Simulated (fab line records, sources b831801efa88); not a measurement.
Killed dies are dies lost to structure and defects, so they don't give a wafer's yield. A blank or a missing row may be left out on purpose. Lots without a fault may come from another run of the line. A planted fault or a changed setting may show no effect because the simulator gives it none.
Which tool did it? | flow gf180mcu | 24 lots, 72 wafers sampled, at 5 steps of a route of 602

WHAT THE GAUGES READ, wafer by wafer
GF_CONTACT_THK_MEAS_03.
lot  | measured     | on            | CONTACT_CVD_02_THK (nm)
L074 | day 15 06:43 | film_metro-04 | 852 883 878
L075 | day 15 07:37 | film_metro-02 | 841 862 856
L076 | day 15 16:59 | film_metro-01 | 854 858 864
L077 | day 16 08:10 | film_metro-01 | 845 850 861
L078 | day 16 10:35 | film_metro-04 | 854 846 865
L079 | day 16 17:51 | film_metro-04 | 841 852 853
L080 | day 17 08:35 | film_metro-02 | 865 881 873
L081 | day 17 11:20 | film_metro-01 | 850 846 853
L082 | day 17 20:03 | film_metro-01 | 855 851 863
L083 | day 18 02:34 | film_metro-02 | 847 849 862
L084 | day 18 13:44 | film_metro-04 | 852 866 866
L085 | day 19 01:34 | film_metro-04 | 851 845 863
L086 | day 19 04:49 | film_metro-01 | 841 848 855
L087 | day 20 04:08 | film_metro-01 | 850 854 867
L088 | day 20 08:59 | film_metro-02 | 871 897 870
L089 | day 20 18:22 | film_metro-04 | 849 871 869
L090 | day 21 02:46 | film_metro-04 | 851 876 865
L091 | day 21 06:55 | film_metro-02 | 853 853 866
L092 | day 21 16:51 | film_metro-04 | 858 853 873
L093 | day 22 07:05 | film_metro-04 | 855 845 859
L094 | day 22 07:26 | film_metro-01 | 855 862 869
L095 | day 22 13:21 | film_metro-01 | 848 859 861
L096 | day 23 10:53 | film_metro-02 | 860 850 866
L097 | day 23 14:01 | film_metro-02 | 856 855 852

GF_V1_CD_MEAS_14: target cd 260 nm.
lot  | measured     | on        | cd_nm (nm)
L074 | day 18 03:38 | cd_sem-01 | 257.7 257.7 258.5
L075 | day 18 04:50 | cd_sem-02 | 260.4 260.7 260.2
L076 | day 18 15:42 | cd_sem-02 | 259.3 260.9 259.9
L077 | day 19 08:13 | cd_sem-02 | 259.3 259.6 261.0
L078 | day 19 10:43 | cd_sem-01 | 257.5 258.5 258.0
L079 | day 19 19:35 | cd_sem-01 | 261.1 261.5 261.3
L080 | day 20 10:11 | cd_sem-01 | 259.1 257.5 258.2
L081 | day 20 13:25 | cd_sem-02 | 257.9 259.2 257.6
L082 | day 20 23:16 | cd_sem-01 | 260.2 259.6 259.3
L083 | day 21 05:47 | cd_sem-01 | 259.6 259.9 259.6
L084 | day 21 17:40 | cd_sem-01 | 260.4 259.9 260.0
L085 | day 22 04:38 | cd_sem-02 | 259.5 259.9 259.7
L086 | day 22 08:13 | cd_sem-01 | 258.9 259.1 257.3
L087 | day 23 05:42 | cd_sem-02 | 260.3 260.0 259.7
L088 | day 23 10:15 | cd_sem-02 | 259.8 258.3 260.5
L089 | day 23 17:14 | cd_sem-02 | 261.8 259.5 260.6
L090 | day 24 02:50 | cd_sem-01 | 259.2 260.5 258.5
L091 | day 24 07:04 | cd_sem-01 | 261.1 261.9 260.9
L092 | day 24 15:52 | cd_sem-01 | 257.0 256.9 257.8
L093 | day 25 05:08 | cd_sem-02 | 259.6 260.8 260.5
L094 | day 25 05:43 | cd_sem-02 | 259.5 259.8 260.8
L095 | day 25 11:15 | cd_sem-02 | 260.2 260.6 262.5
L096 | day 26 06:14 | cd_sem-01 | 260.0 260.8 260.6
L097 | day 26 10:07 | cd_sem-01 | 259.4 259.3 258.9

GF_M2_OVL_MEAS_15.
lot  | measured     | on         | M2_OVL (nm)
L074 | day 19 04:27 | overlay-02 | -9 -10 -11
L075 | day 19 06:28 | overlay-01 | -5 -3 -10
L076 | day 19 17:10 | overlay-01 | 4 -3 -1
L077 | day 20 11:41 | overlay-01 | -6 -3 2
L078 | day 20 12:45 | overlay-01 | -9 -9 -12
L079 | day 20 20:54 | overlay-02 | 3 1 -9
L080 | day 21 11:57 | overlay-02 | 4 -1 3
L081 | day 21 15:03 | overlay-02 | 3 -6 -12
L082 | day 22 00:42 | overlay-02 | -2 1 2
L083 | day 22 06:54 | overlay-01 | 2 -1 -2
L084 | day 22 18:18 | overlay-01 | -4 -13 -6
L085 | day 23 04:51 | overlay-02 | 5 -1 -4
L086 | day 23 09:34 | overlay-02 | -3 -1 0
L087 | day 24 05:34 | overlay-02 | -5 -6 -2
L088 | day 24 10:16 | overlay-02 | 7 -1 2
L089 | day 24 17:21 | overlay-01 | -8 -8 -4
L090 | day 25 02:18 | overlay-02 | -2 -2 -5
L091 | day 25 06:01 | overlay-02 | -7 5 -9
L092 | day 25 15:12 | overlay-01 | 1 -6 3
L093 | day 26 04:35 | overlay-02 | 4 -8 1
L094 | day 26 05:10 | overlay-02 | -9 1 -4
L095 | day 26 09:08 | overlay-02 | -3 7 5
L096 | day 27 04:33 | overlay-01 | 4 -2 -1
L097 | day 27 08:18 | overlay-02 | -7 -12 -2

WHICH TOOL RAN EACH LOT (tool, then ch and the chambers of the sampled wafers, then the start)
lot  | GF_SALICIDE_SPUTTER_03       | GF_V1_SPUTTER_22
L074 | pvd_sputter-04, day 15 06:02 | pvd_sputter-02, day 18 04:31
L075 | pvd_sputter-04, day 15 06:56 | pvd_sputter-04, day 18 05:44
L076 | pvd_sputter-01, day 15 16:18 | pvd_sputter-02, day 18 16:35
L077 | pvd_sputter-03, day 16 07:29 | pvd_sputter-02, day 19 10:08
L078 | pvd_sputter-03, day 16 09:55 | pvd_sputter-02, day 19 11:36
L079 | pvd_sputter-01, day 16 17:10 | pvd_sputter-03, day 19 20:27
L080 | pvd_sputter-01, day 17 07:55 | pvd_sputter-03, day 20 11:02
L081 | pvd_sputter-04, day 17 10:40 | pvd_sputter-02, day 20 14:17
L082 | pvd_sputter-03, day 17 19:20 | pvd_sputter-02, day 21 00:10
L083 | pvd_sputter-03, day 18 01:45 | pvd_sputter-02, day 21 06:44
L084 | pvd_sputter-03, day 18 12:56 | pvd_sputter-04, day 21 18:32
L085 | pvd_sputter-03, day 19 00:46 | pvd_sputter-03, day 22 05:31
L086 | pvd_sputter-04, day 19 03:45 | pvd_sputter-03, day 22 09:05
L087 | pvd_sputter-04, day 20 03:27 | pvd_sputter-02, day 23 06:36
L088 | pvd_sputter-04, day 20 08:17 | pvd_sputter-02, day 23 11:08
L089 | pvd_sputter-03, day 20 17:42 | pvd_sputter-04, day 23 18:07
L090 | pvd_sputter-04, day 21 02:05 | pvd_sputter-02, day 24 03:41
L091 | pvd_sputter-03, day 21 06:10 | pvd_sputter-03, day 24 07:54
L092 | pvd_sputter-03, day 21 16:08 | pvd_sputter-04, day 24 16:44
L093 | pvd_sputter-03, day 22 06:18 | pvd_sputter-03, day 25 06:01
L094 | pvd_sputter-01, day 22 06:36 | pvd_sputter-02, day 25 06:33
L095 | pvd_sputter-01, day 22 12:40 | pvd_sputter-03, day 25 12:07
L096 | pvd_sputter-03, day 23 10:13 | pvd_sputter-03, day 26 07:07
L097 | pvd_sputter-04, day 23 13:19 | pvd_sputter-02, day 26 11:00
- GF_SALICIDE_SPUTTER_03: material TiN, target thk 20 nm, time 17 s.
- GF_V1_SPUTTER_22: material TiN, target thk 10 nm, time 40 s.

WHAT THE TOOLS THEMSELVES READ (means of the sampled wafers that have a number; where no wafer has one, the mark that the record gives instead)
GF_SALICIDE_SPUTTER_03.
lot  | tool           | throttle_valve_pct (%)
L074 | pvd_sputter-04 | 29.6
L075 | pvd_sputter-04 | 30.2
L076 | pvd_sputter-01 | 29.4
L077 | pvd_sputter-03 | 29.1
L078 | pvd_sputter-03 | 29.3
L079 | pvd_sputter-01 | 30.0
L080 | pvd_sputter-01 | 29.8
L081 | pvd_sputter-04 | 29.4
L082 | pvd_sputter-03 | 29.2
L083 | pvd_sputter-03 | 29.3
L084 | pvd_sputter-03 | 29.4
L085 | pvd_sputter-03 | 29.2
L086 | pvd_sputter-04 | 30.3
L087 | pvd_sputter-04 | 29.6
L088 | pvd_sputter-04 | 28.6
L089 | pvd_sputter-03 | 29.1
L090 | pvd_sputter-04 | 28.8
L091 | pvd_sputter-03 | 28.9
L092 | pvd_sputter-03 | 29.4
L093 | pvd_sputter-03 | 29.0
L094 | pvd_sputter-01 | 30.0
L095 | pvd_sputter-01 | 29.9
L096 | pvd_sputter-03 | 28.9
L097 | pvd_sputter-04 | 30.4

GF_V1_SPUTTER_22.
lot  | tool           | throttle_valve_pct (%)
L074 | pvd_sputter-02 | 30.5
L075 | pvd_sputter-04 | 29.0
L076 | pvd_sputter-02 | 30.3
L077 | pvd_sputter-02 | 29.9
L078 | pvd_sputter-02 | 30.2
L079 | pvd_sputter-03 | 29.0
L080 | pvd_sputter-03 | 29.3
L081 | pvd_sputter-02 | 30.2
L082 | pvd_sputter-02 | 30.2
L083 | pvd_sputter-02 | 30.2
L084 | pvd_sputter-04 | 28.8
L085 | pvd_sputter-03 | 29.4
L086 | pvd_sputter-03 | 28.9
L087 | pvd_sputter-02 | 30.6
L088 | pvd_sputter-02 | 30.3
L089 | pvd_sputter-04 | 28.5
L090 | pvd_sputter-02 | 30.1
L091 | pvd_sputter-03 | 29.2
L092 | pvd_sputter-04 | 28.8
L093 | pvd_sputter-03 | 29.1
L094 | pvd_sputter-02 | 30.3
L095 | pvd_sputter-03 | 29.1
L096 | pvd_sputter-03 | 29.3
L097 | pvd_sputter-02 | 30.3

THE ANSWER, worked out from the rows above alone
Rule: what is usual is taken from the lots themselves. Put in order of their means at a reading, lots are off if they are a third of the lots or fewer, leave a main group of 4 or more, and stand apart from it by a gap of 3 or more times the standard deviation of the main group's means; of several such gaps the widest counts. A main group whose means are all the same, to the digits that the tables above print for the reading, isn't used. A lot without any number at a reading at which 4 lots or more have one is off too. The other lots that the step has rows for count as sound. The gauges are gone through in route order, then the tools' own readings, and for those a lot's mean is taken as printed above. The first step at which some lot is off is used, and at that step the reading that is off furthest; a lot without a number counts as furthest.
No lot is off at any reading shown: from this, nothing can be told.

WHAT THE SIMULATOR HAD PUT IN
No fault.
